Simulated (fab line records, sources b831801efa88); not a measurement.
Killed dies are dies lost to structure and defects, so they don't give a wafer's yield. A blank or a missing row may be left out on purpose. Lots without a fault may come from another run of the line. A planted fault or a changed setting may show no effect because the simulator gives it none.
One fault seen from 2 desks | flow gf180mcu | each desk has only its own numbers; what lay behind them comes last

THE TOOL OWNER'S DESK: litho_track-02
The tool's own readings at GF_V2_DEVELOP_13 (develop time 60 s): means of the sampled wafers that have a number, for each lot that ran on this tool. A lot is out of limits, marked OUT, if its mean lies more than 4 standard deviations from the usual mean; the brackets give that distance.
Columns: A = developer_temp_C at GF_V2_DEVELOP_13, usual 20.99 C
lot  | first seen here | A
L924 | day 21 16:25    | 21.01
L929 | day 23 09:17    | 20.82
L931 | day 23 20:25    | 21.82 (+6.9) OUT
L932 | day 24 06:13    | 21.70 (+5.9) OUT
L934 | day 25 00:19    | 21.79 (+6.7) OUT
L941 | day 27 06:04    | 21.11
L942 | day 27 12:49    | 21.08
This desk's finding: out of limits on L931, L932, L934; first on L931, day 23 20:25 (developer_temp_C at GF_V2_DEVELOP_13). In limits: L924, L929, L941, L942.

THE METROLOGY DESK
What the gauges read, lot by lot, whatever tool the lot ran on: means of the sampled wafers that have a number. A lot is out of limits, marked OUT, if its mean lies more than 4 standard deviations from the usual mean; the brackets give that distance.
Columns: A = M2_ALCU_THK at GF_M2_THK_MEAS_06, usual 444 nm
lot  | first seen here | A
L922 | day 18 06:49    | 441
L923 | day 19 01:41    | 450
L924 | day 19 15:02    | 451
L925 | day 19 20:44    | 444
L928 | day 21 08:46    | 446
L929 | day 21 09:04    | 449
L931 | day 21 22:25    | 450
L932 | day 22 07:39    | 443
L933 | day 22 20:26    | 449
L934 | day 23 03:53    | 447
L937 | day 24 05:11    | 437
L941 | day 25 12:23    | 445
L942 | day 25 19:05    | 435
L944 | day 26 01:45    | 449
This desk's finding: nothing out of limits on any of the 14 lots.

PUT TOGETHER
The tool owner's desk could have raised an alarm at day 23 20:25, on L931, L932, L934.
The metrology desk saw nothing out of limits.
The metrology desk has L931, L932, L934 on record, within its limits.
Of the lots named, all ran GF_V2_DEVELOP_13 on litho_track-02.

WHAT THE SIMULATOR HAD PUT IN
Process parameter drift: litho_track-02, from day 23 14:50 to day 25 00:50, at GF_V2_DEVELOP_13. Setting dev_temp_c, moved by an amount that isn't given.
Lots struck among those shown: L931, L932, L934.
Hours from the fault's start to each desk's first reading out of limits: the tool owner's desk, 6.
